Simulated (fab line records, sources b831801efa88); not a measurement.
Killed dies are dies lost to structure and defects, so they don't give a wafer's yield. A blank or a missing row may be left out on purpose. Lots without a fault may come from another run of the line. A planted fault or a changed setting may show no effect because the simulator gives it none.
Which tool did it? | flow gf180mcu | 12 lots, 34 wafers sampled, at 5 steps of a route of 602

WHAT THE GAUGES READ, wafer by wafer
GF_VT_IMPLANT_RS_MEAS_46: measures by four-point-probe.
lot  | measured     | on            | MVSD_RS (ohm/sq)
L197 | day 7 13:55  | film_metro-03 | 456.0 456.3
L198 | day 7 20:05  | film_metro-02 | 457.1 455.5 456.7
L199 | day 8 03:42  | film_metro-02 | 454.9 454.9 455.0
L205 | day 9 17:29  | film_metro-03 | 456.2 458.0 457.5
L207 | day 10 09:47 | film_metro-03 | 454.6 457.2 455.8
L208 | day 10 16:59 | film_metro-03 | 457.0 458.8 457.9
L210 | day 11 04:14 | film_metro-03 | 456.6 457.1 456.4
L211 | day 11 11:28 | film_metro-03 | 456.1 455.9 457.0
L212 | day 11 17:10 | film_metro-02 | 454.1 455.3 456.3
L213 | day 11 23:53 | film_metro-03 | 457.3 456.7 457.8
L214 | day 12 07:34 | film_metro-02 | 457.4 456.7 459.0
L217 | day 13 03:40 | film_metro-03 | 456.7 456.5

GF_POLY_GATE_THK_MEAS_01.
lot  | measured     | on            | POLY_GATE_CVD_00_THK (nm)
L197 | day 8 14:05  | film_metro-03 | 199.5 196.7
L198 | day 8 20:16  | film_metro-04 | 201.7 199.5 201.5
L199 | day 9 02:25  | film_metro-03 | 203.2 200.4 201.1
L205 | day 10 16:51 | film_metro-03 | 197.9 198.8 195.0
L207 | day 11 12:22 | film_metro-03 | 201.9 201.6 202.1
L208 | day 11 18:58 | film_metro-02 | 201.6 199.9 201.0
L210 | day 12 05:32 | film_metro-02 | 199.2 196.3 197.3
L211 | day 12 13:47 | film_metro-03 | 201.8 201.8 201.8
L212 | day 12 18:40 | film_metro-04 | 200.9 200.8 201.3
L213 | day 13 01:19 | film_metro-03 | 197.9 197.5 197.3
L214 | day 13 10:17 | film_metro-02 | 198.5 198.7 197.5
L217 | day 14 07:24 | film_metro-02 | 196.0 196.9

GF_HV_LDD_THK_MEAS_57.
lot  | measured     | on            | HV_LDD_CVD_56_THK (nm)
L197 | day 12 15:13 | film_metro-03 | 91.7 92.0
L198 | day 12 21:11 | film_metro-01 | 89.9 89.3 89.3
L199 | day 13 07:20 | film_metro-01 | 90.4 91.0 90.2
L205 | day 15 04:39 | film_metro-02 | 89.3 89.9 89.1
L207 | day 15 23:18 | film_metro-02 | 88.8 88.5 88.8
L208 | day 16 09:03 | film_metro-02 | 88.2 88.2 88.5
L210 | day 16 21:22 | film_metro-01 | 88.0 88.3 88.7
L211 | day 17 05:50 | film_metro-03 | 90.1 90.0 89.4
L212 | day 17 10:20 | film_metro-01 | 87.6 88.3 87.7
L213 | day 17 15:49 | film_metro-03 | 90.0 89.7 88.6
L214 | day 18 03:16 | film_metro-01 | 89.8 89.7 89.5
L217 | day 19 04:56 | film_metro-02 | 90.9 90.1

GF_PSD_OVL_MEAS_08.
lot  | measured     | on         | PSD_OVL (nm)
L197 | day 14 07:27 | overlay-01 | 0.8 1.3
L198 | day 14 15:03 | overlay-01 | -0.4 -1.6 0.4
L199 | day 15 01:34 | overlay-02 | 1.6 0.8 1.1
L205 | day 17 00:33 | overlay-02 | -0.5 0.4 0.5
L207 | day 17 19:56 | overlay-02 | -84.1 -82.4 -82.9
L208 | day 18 06:44 | overlay-01 | -86.7 -86.1 -85.3
L210 | day 18 18:53 | overlay-01 | -1.5 -0.4 -1.0
L211 | day 19 04:16 | overlay-01 | 0.1 0.2 -0.7
L212 | day 19 08:59 | overlay-01 | -0.2 -1.3 -0.8
L213 | day 19 14:30 | overlay-02 | 0.2 -0.1 2.4
L214 | day 20 03:26 | overlay-01 | -1.3 -0.9 -0.3
L217 | day 21 05:52 | overlay-02 | -0.5 -0.4

WHICH TOOL RAN EACH LOT (tool, then ch and the chambers of the sampled wafers, then the start)
lot  | GF_PSD_EXPOSE_04
L197 | iline_stepper-02 ch 0, day 13 21:37
L198 | iline_stepper-02 ch 0, day 14 04:32
L199 | iline_stepper-01 ch 0, day 14 14:47
L205 | iline_stepper-02 ch 0, day 16 13:29
L207 | iline_stepper-01 ch 0, day 17 09:06
L208 | iline_stepper-01 ch 0, day 17 19:10
L210 | iline_stepper-02 ch 0, day 18 07:10
L211 | iline_stepper-02 ch 0, day 18 16:10
L212 | iline_stepper-02 ch 0, day 18 21:21
L213 | iline_stepper-02 ch 0, day 19 02:55
L214 | iline_stepper-02 ch 0, day 19 15:28
L217 | iline_stepper-02 ch 0, day 20 17:48
- GF_PSD_EXPOSE_04: exposes mask Pplus, target cd 400 nm.

WHAT THE TOOLS THEMSELVES READ (means of the sampled wafers that have a number; where no wafer has one, the mark that the record gives instead)
The record holds no such reading with a usual standard deviation.

THE ANSWER, worked out from the rows above alone
Rule: what is usual is taken from the lots themselves. Put in order of their means at a reading, lots are off if they are a third of the lots or fewer, leave a main group of 4 or more, and stand apart from it by a gap of 3 or more times the standard deviation of the main group's means; of several such gaps the widest counts. A main group whose means are all the same, to the digits that the tables above print for the reading, isn't used. A lot without any number at a reading at which 4 lots or more have one is off too. The other lots that the step has rows for count as sound. The gauges are gone through in route order, then the tools' own readings, and for those a lot's mean is taken as printed above. The first step at which some lot is off is used, and at that step the reading that is off furthest; a lot without a number counts as furthest.
Off: L207, L208, at GF_PSD_OVL_MEAS_08 (PSD_OVL). The main group: mean -0.1 nm, standard deviation 0.77.
A tool fits if, at a process step before that reading, it ran every lot that is off, and no sound lot after the first of them. The gauges at GF_PSD_OVL_MEAS_08 are tried like those tools. One fits: iline_stepper-01 at GF_PSD_EXPOSE_04. Its last sound lot is L199 (day 14 14:47), its first lot that is off L207 (day 17 09:06): a fault that began between those two fits.

WHAT THE SIMULATOR HAD PUT IN
Scanner matching overlay: iline_stepper-01, from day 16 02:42 on, at GF_PSD_EXPOSE_04. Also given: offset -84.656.
Lots struck among those shown: L207, L208. The rule above found the same.
